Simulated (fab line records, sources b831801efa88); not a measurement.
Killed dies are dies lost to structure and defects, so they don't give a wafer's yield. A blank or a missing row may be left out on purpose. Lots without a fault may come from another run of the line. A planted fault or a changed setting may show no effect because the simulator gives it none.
fab line records | flow sky130
record lots=5 wafers=15 last_day=50
route steps=708 shown SONOS_ONO@171 PAD_OPEN@708
lots that met no fault: from a run of the same line without faults
start_h: hours from the record's first day to the start of the lot's first wafer shown | wait_h: hours since the lot's step before | " the same as in the row above | L1.1+2: a row that stands for several wafers | - no value, or no start given | * or withheld: withheld | < > ~ a bound
route shown NAME@n: a module of which the file shows steps, and the number in the route of the first | usual: mean/standard deviation of fault-free wafers | same: alike in all rows | chamber/n: place in a boat | sites: the reading at each site | _std_site: their standard deviation | _edge_site: outer sites' mean less inner sites' | radius_mm: how far each site lies from the wafer's centre | mask NAME#n: copy n | behind: the tool/chamber that last shaped the wafer | hold: why the lot was held/for how many hours/how that ended | device: the transistor (n, p or np) that didn't switch | end of line: the same wafers' tests at the end of the route | a step without rows: its recipe alone | killed: dies lost to structure and defects at the first sort, not the wafer's yield | map: a wafer's dies, x killed, . not, _ none there
set.NAME: the setting as run; set.NAME@STEP: as run at that earlier step | model.NAME: the simulator's own value behind a step, which no gauge read
lots at some steps of the route; a table a step, a row a wafer
services: from which hour (start_h, from the record's first day; less than 0 if before it) a tool's chamber was out of use, for how many hours, and why
## steps
# step SKY_SONOS_ONO_THK_MEAS_03
# recipe reads=Si3N4_of_SONOS_ONO_CVD_02
# usual SONOS_ONO_CVD_02_THK=10.48/0.15
# columns lot.wafer tool chamber start_h wait_h SONOS_ONO_CVD_02_THK[nm]
L712.1 film_metro-04 - 267.27 0.0 10.69
L712.4 " - " " 10.72
L712.5 " - " " 10.52
L715.1 film_metro-03 - 295.65 0.0 10.52
L715.3 " - " " 10.45
L715.5 " - " " 10.43
L721.1 film_metro-02 - 337.29 0.0 10.33
L721.4 " - " " 10.47
L721.5 " - " " 10.38
L725.1 film_metro-03 - 364.81 0.0 10.54
L725.5 " - " " 10.55
L725.6 " - " " 10.38
L732.2 film_metro-04 - 439.07 0.0 10.49
L732.5 " - " " 10.51
L732.6 " - " " 10.44
# step SKY_SONOS_ONO_CVD_04
# recipe material=SiO2 precursor=SiH4/N2O target_thk_nm=5.7199 temp_c=900 pressure_mtorr=400
# step SKY_SONOS_ONO_THK_MEAS_05
# recipe reads=SiO2_of_SONOS_ONO_CVD_04
# usual SONOS_ONO_CVD_04_THK=5.76/0.096
# columns lot.wafer tool chamber start_h wait_h SONOS_ONO_CVD_04_THK[nm]
L712.1 film_metro-04 - 268.58 0.0 5.73
L712.4 " - " " 5.60
L712.5 " - " " 5.65
L715.1 film_metro-02 - 296.96 0.0 5.72
L715.3 " - " " 5.76
L715.5 " - " " 5.69
L721.1 film_metro-03 - 338.60 0.0 5.84
L721.4 " - " " 5.72
L721.5 " - " " 5.77
L725.1 film_metro-04 - 366.12 0.0 5.70
L725.5 " - " " 5.63
L725.6 " - " " 5.70
L732.2 film_metro-04 - 440.38 0.0 5.85
L732.5 " - " " 5.88
L732.6 " - " " 5.83
# step SKY_SONOS_ONO_DEHYDRATE_06
# recipe temp_c=200 time_s=60
# step SKY_SONOS_ONO_HMDS_07
# recipe prime_time_s=60 prime_temp_c=120
# step SKY_SONOS_ONO_COAT_08
# recipe resist=NOVOLAK spin_rpm=3000 resist_thk_nm=1140
# step SKY_SONOS_ONO_SOFTBAKE_09
# recipe temp_c=90 time_s=60 resist=NOVOLAK
# step SKY_SONOS_ONO_EXPOSE_10
# recipe mask_id=ONOM target_cd_nm=410 na=0.6 source_shape=conventional sigma_outer=0.6 dose_mj=150
# step SKY_SONOS_ONO_PEB_11
# recipe temp_c=withheld time_s=* resist=NOVOLAK
# step SKY_SONOS_ONO_DEVELOP_12
# recipe develop_time_s=60 dev_temp_c=23
# step SKY_SONOS_ONO_CD_MEAS_13
# recipe target_cd_nm=410
# usual cd_nm=410.1/2
# columns lot.wafer tool chamber start_h wait_h cd_nm
L712.1 cd_sem-02 - 291.92 0.1 409.2
L712.4 " - " " 410.1
L712.5 " - " " 409.1
L715.1 cd_sem-01 - 323.07 0.1 410.4
L715.3 " - " " 408.4
L715.5 " - " " 408.0
L721.1 cd_sem-01 - 366.37 0.1 408.1
L721.4 " - " " 411.3
L721.5 " - " " 409.0
L725.1 cd_sem-01 - 394.42 0.1 415.8
L725.5 " - " " 416.0
L725.6 " - " " 411.2
L732.2 cd_sem-01 - 471.42 0.2 406.4
L732.5 " - " " 406.4
L732.6 " - " " 407.7
# step SKY_SONOS_ONO_OVL_MEAS_14
# usual SONOS_ONO_OVL=0.8/1.6
# columns lot.wafer tool chamber start_h wait_h SONOS_ONO_OVL[nm]
L712.1 overlay-01 - 292.04 0.1 1.9
L712.4 " - " " 2.8
L712.5 " - " " 2.1
L715.1 overlay-02 - 323.19 0.1 3.7
L715.3 " - " " 2.4
L715.5 " - " " 3.1
L721.1 overlay-01 - 366.49 0.1 -0.7
L721.4 " - " " 0.2
L721.5 " - " " 0.6
L725.1 overlay-02 - 394.54 0.1 0.3
L725.5 " - " " 0.6
L725.6 " - " " -0.4
L732.2 overlay-01 - 471.53 0.1 -1.2
L732.5 " - " " -1.8
L732.6 " - " " -0.9
# step SKY_SONOS_ONO_ETCH_15
# recipe target_depth_nm=19.52 chemistry=CHF3/O2 source_w=600 bias_w=200 pressure_mtorr=40 chf3_flow_sccm=50 O2_flow_sccm=5 time_s=7.8
# usual chamber_pressure_mTorr=40.00/0.034 drypump_motor_current_A=5.9/0.55 oes_product_au=0.999/0.0081 throttle_valve_pct=8.825/0.0096
# columns lot.wafer tool chamber start_h wait_h chamber_pressure_mTorr drypump_motor_current_A oes_product_au rf_hours_counter_h throttle_valve_pct model.SONOS_ONO.feature_depth_nm model.etch.depth_nm
L712.1 rie_diel-04 2 292.08 0.0 39.99 6.2 1.020 39 8.842 19.98 19.98
L712.4 " 3 " " 39.97 6.3 1.002 - 8.841 19.76 19.76
L712.5 " 0 " " 40.09 5.9 1.003 - 8.821 19.53 19.53
L715.1 rie_diel-03 1 323.23 0.0 39.97 6.5 1.008 107 8.831 19.51 19.51
L715.3 " 2 " " 40.01 6.7 0.998 10 8.825 19.27 19.27
L715.5 " 3 " " 39.99 5.2 0.991 - 8.821 19.22 19.22
L721.1 rie_diel-04 2 366.52 0.0 39.96 6.2 1.001 40 8.817 19.76 19.76
L721.4 " 3 " " 40.04 6.3 0.985 0 8.814 19.15 19.15
L721.5 " 1 " " 40.07 6.2 0.987 - 8.831 19.26 19.26
L725.1 rie_diel-02 3 394.57 0.0 39.98 6.5 0.993 10 8.833 19.35 19.35
L725.5 " 3 " " 40.04 6.5 1.002 - 8.838 19.52 19.52
L725.6 " 0 " " 39.98 5.5 0.996 - 8.827 19.51 19.51
L732.2 rie_diel-02 1 471.56 0.0 40.05 5.0 1.002 61 8.811 19.64 19.64
L732.5 " 3 " " 39.97 6.5 1.016 - 8.812 18.85 18.85
L732.6 " 0 " " 40.04 5.5 0.996 - 8.830 19.48 19.48
# step SKY_SONOS_ONO_WET_ETCH_16
# recipe chemistry=dHF target_depth_nm=14 dry=n2_spin target=SiO2 dilution=100:1 temp_c=25 time_s=280
# step SKY_PAD_OPEN_PROBE_99
# usual killed_at_M0_to_M3=44/6.9 killed_at_M4_up=3.1/1.7 killed_at_contacts=25/5.6 killed_at_front_end=14/4.3 killed_at_other=0.3/0.51 killed_dies=86/9.8 killed_open=47/6.5 killed_short=39/6.6
# same gross_dies=492 killed_at_back_side=0
# columns lot.wafer tool chamber start_h wait_h killed_at_M0_to_M3 killed_at_M4_up killed_at_contacts killed_at_front_end killed_at_other killed_dies killed_open killed_short
L712.1 prober-02 - 1092.53 0.1 42 3 27 16 0 88 52 36
L712.4 prober-02 - 1092.68 0.2 47 1 29 11 0 88 51 37
L712.5 prober-02 - 1092.73 0.2 38 2 17 16 0 73 45 28
L721.1 prober-01 - 1147.64 0.1 44 3 21 10 0 78 39 39
L721.4 prober-01 - 1147.79 0.2 43 2 19 12 0 76 46 30
L721.5 prober-01 - 1147.84 0.2 44 0 28 14 1 87 50 37
L732.2 prober-02 - 1208.71 0.1 51 1 18 16 0 86 51 35
L732.5 prober-02 - 1208.86 0.2 42 6 19 15 0 82 50 32
L732.6 prober-02 - 1208.91 0.2 42 4 19 10 0 75 41 34
# killed by level:class
L712.1 LI_CONTACT:geometric_particle:open=9 VIA1:geometric_particle:open=9 FIELD_ISO:geometric_particle:open=7 CONTACT:geometric_particle:open=6 VIA2:geometric_particle:open=6 VIA3:geometric_particle:open=6 VIA3:geometric_particle:short=6 CONTACT:geometric_particle:short=5
L712.4 LI_CONTACT:geometric_particle:open=11 CONTACT:geometric_particle:open=9 VIA1:geometric_particle:open=8 METAL1:geometric_particle:short=8 VIA3:geometric_particle:open=8 VIA1:geometric_particle:short=6 CONTACT:geometric_particle:short=5 METAL2:geometric_particle:short=4
L712.5 VIA1:geometric_particle:open=11 LI_CONTACT:geometric_particle:open=8 FIELD_ISO:geometric_particle:open=6 METAL1:geometric_particle:short=5 VIA2:geometric_particle:open=5 VIA3:geometric_particle:open=5 CONTACT:geometric_particle:open=4 POLY_GATE:geometric_particle:open=4
L721.1 VIA1:geometric_particle:open=13 METAL1:geometric_particle:short=7 LOCAL_INTERCONNECT:geometric_particle:short=5 CONTACT:geometric_particle:open=5 CONTACT:geometric_particle:short=5 VIA2:geometric_particle:open=5 METAL3:geometric_particle:short=4 VIA3:geometric_particle:open=4
L721.4 VIA3:geometric_particle:open=10 VIA1:geometric_particle:open=9 LI_CONTACT:geometric_particle:open=8 METAL2:geometric_particle:short=6 CONTACT:geometric_particle:open=5 VIA1:geometric_particle:short=4 METAL1:geometric_particle:short=3 METAL2:geometric_particle:open=3
L721.5 CONTACT:geometric_particle:open=13 VIA1:geometric_particle:short=9 VIA1:geometric_particle:open=9 LI_CONTACT:geometric_particle:open=7 VIA3:geometric_particle:open=6 POLY_GATE:geometric_particle:short=5 POLY_GATE:geometric_particle:open=5 VIA2:geometric_particle:open=4
L732.2 VIA1:geometric_particle:open=18 CONTACT:geometric_particle:open=9 VIA3:geometric_particle:open=7 FIELD_ISO:geometric_particle:short=6 VIA1:geometric_particle:short=6 METAL2:geometric_particle:short=5 POLY_GATE:geometric_particle:open=4 POLY_GATE:geometric_particle:short=4
L732.5 VIA3:geometric_particle:open=12 LI_CONTACT:geometric_particle:open=8 VIA1:geometric_particle:open=6 VIA2:geometric_particle:open=6 FIELD_ISO:geometric_particle:short=5 POLY_GATE:geometric_particle:open=5 CONTACT:geometric_particle:open=5 METAL4:geometric_particle:short=5
L732.6 VIA3:geometric_particle:open=8 CONTACT:geometric_particle:open=7 VIA1:geometric_particle:open=6 VIA2:geometric_particle:open=6 VIA3:geometric_particle:short=6 LI_CONTACT:geometric_particle:open=5 VIA2:geometric_particle:short=5 METAL2:geometric_particle:short=4
## services
# columns tool chamber start_h hours kind
rie_diel-04 1 270.69 - clean
rie_diel-04 1 270.69 23.8 scheduled_down
rie_diel-04 1 270.69 23.8 vent_cycle
rie_diel-03 3 302.03 - clean
rie_diel-03 3 302.03 11.4 scheduled_down
rie_diel-03 3 302.03 11.4 vent_cycle
rie_diel-03 2 303.60 14.1 repair
rie_diel-04 3 338.93 - clean
rie_diel-04 3 338.93 16.7 scheduled_down
rie_diel-04 3 338.93 16.7 vent_cycle
rie_diel-03 2 340.11 3.8 repair
rie_diel-04 - 358.93 0.6 repair
rie_diel-02 0 359.53 9.0 repair
rie_diel-04 1 392.41 7.3 repair
rie_diel-03 1 393.82 9.3 repair
rie_diel-03 1 403.14 - clean
rie_diel-03 1 403.14 18.0 scheduled_down
rie_diel-03 1 403.14 18.0 vent_cycle
rie_diel-02 0 422.09 - clean
rie_diel-02 0 422.09 20.1 scheduled_down
rie_diel-02 0 422.09 20.1 vent_cycle
rie_diel-04 - 447.91 2.8 pm
rie_diel-03 3 458.60 1.3 repair
rie_diel-03 - 469.85 0.1 repair
## key
first_sign none at tools or gauges
model_effect step=SKY_SONOS_ONO_ETCH_15 value=SONOS_ONO.feature_depth_nm without=19.7 struck=18.85
met_at SKY_SONOS_ONO_ETCH_15
struck_wafers L732.5
tester_left_out L732
onset_between 394.57 471.56
fault kind=process_parameter_drift tool=rie_diel-02 chamber=3 onset_h=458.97 steps=SKY_SONOS_ONO_ETCH_15 channel=time_s offset=* shape=step end_h=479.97 acts_in=* stated=*
# tester_left_out: of these lots the tester's yield and bins aren't shown, on N5 and GAA mostly nor the transistor test; their killed dies are dies lost to structure and defects alone, not to doping, threshold or leakage, so they don't give the yield
